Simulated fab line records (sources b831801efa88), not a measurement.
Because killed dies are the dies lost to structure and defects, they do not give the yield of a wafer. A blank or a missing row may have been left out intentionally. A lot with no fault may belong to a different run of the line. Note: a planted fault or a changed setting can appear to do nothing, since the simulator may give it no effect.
A struck lot beside a sound one	flow gf180mcu	15 steps out of a route of 602
Sound: wafers L620.2, L620.3, L620.4. Struck: wafer L627.5; the same lot's L627.3 was not struck, so it is left out; see the end for the cause.
Per side, at each step with rows, come the tool, then ch with its chambers, and then its first start. Under that, the readings that differ: sound wafers	struck wafers	difference of the means	sigmas: that difference in standard deviations of wafers without a fault.
alike: words and numbers the same on both sides, and readings whose means are apart by under 2 such deviations; not compared: readings that were withheld, readings missing a value for some wafer, numbers with overlapping values and no deviation given by the record, and bounds like >300 which may hide the same value.
A row with sigmas, a row that says differs or no value, or rows on one side alone: a step with any of these is where the two part. Non-overlapping numbers with no deviation appear without sigmas and do not part them. A reading that every wafer of one side lacks parts them only if that side has two wafers or more.

GF_M3_SPUTTER_04: material TiN, target thk 50 nm, time 41.7 s.
  sound on pvd-sputter-02 at day 20 18:33; struck on pvd-sputter-04 at day 23 08:55
  alike: throttle-valve-pct
GF_M3_RS_MEAS_05: uses a four-point probe to measure.
  sound on film-metro-01 at day 20 18:37; struck on film-metro-01 at day 23 09:00
  alike: M3_ALCU_RS
GF_M3_THK_MEAS_06: measures by xrf.
  sound on film-metro-01 at day 20 18:43; struck on film-metro-01 at day 23 09:06
reading	sound	struck	difference	sigmas
M3_ALCU_THK (nm)	453 448 448	461	+11	+2
then, 7 steps without rows for these wafers: GF_M3_DEHYDRATE_07 (time 60 s); GF_M3_HMDS_08 (prime time 60 s); GF_M3_COAT_09 (resist thk 1000 nm); GF_M3_SOFTBAKE_10 (time 60 s); GF_M3_EXPOSE_11 (exposes mask Metal3, target cd 280 nm); GF_M3_PEB_12 (peb time 90 s); GF_M3_DEVELOP_13 (develop time 60 s).
GF_M3_CD_MEAS_14 targets a cd of 280 nm.
  sound on cd-sem-02 at day 21 18:36; struck on cd-sem-01 at day 24 06:11
  alike: cd-nm
GF_M3_OVL_MEAS_15:
  sound on overlay-02 at day 21 18:43; struck on overlay-02 at day 24 06:16
  alike: M3_OVL
GF_M3_METAL_ETCH_16: etches the open film in Cl2/BCl3, stops on SiO2, target depth 750.8 nm, time 125.1 s.
  sound on rie-metal-02 ch 0,1, day 21 18:44; struck on rie-metal-02 ch 0, day 24 06:23
reading	sound	struck	difference	sigmas
oes-product-au (a.u.)	0.988 0.993 0.981	0.769	-0.218	-28
throttle-valve-pct (%)	28.228 28.241 28.228	28.471	+0.239	+22
model.KrF_of_M3_COAT_09.thk-nm (nm)	686.9 680.2 688.1	794.7	+109.6	
  alike: bias-w, drypump-motor-current-A
  not compared: rf-hours-counter-h
GF_M3_STRIP_17: strips in O2/N2.
  sound on plasma-asher-04 ch 0,1, day 21 18:52; struck on plasma-asher-02 ch 1, day 24 06:35
reading	sound	struck	difference	sigmas
heater-power-w (W)	263 268 321	362	+78	+2
oes-product-au (a.u.)	0.529 0.536 0.546	0.586	+0.049	+10
strip-time-to-endpoint-s (s)	7.41 7.32 7.40	8.45	+1.07	+17
  alike: drypump-motor-current-A
  not compared: rf-hours-counter-h
then, 1 step without rows for these wafers: GF_M3_STRIP_18 (strips in post etch residue remover, time 1200 s).

## WHERE THEY PART
Last at GF_M3_STRIP_17 as far as this record goes, first at GF_M3_THK_MEAS_06.

WHY: what the simulator had put in
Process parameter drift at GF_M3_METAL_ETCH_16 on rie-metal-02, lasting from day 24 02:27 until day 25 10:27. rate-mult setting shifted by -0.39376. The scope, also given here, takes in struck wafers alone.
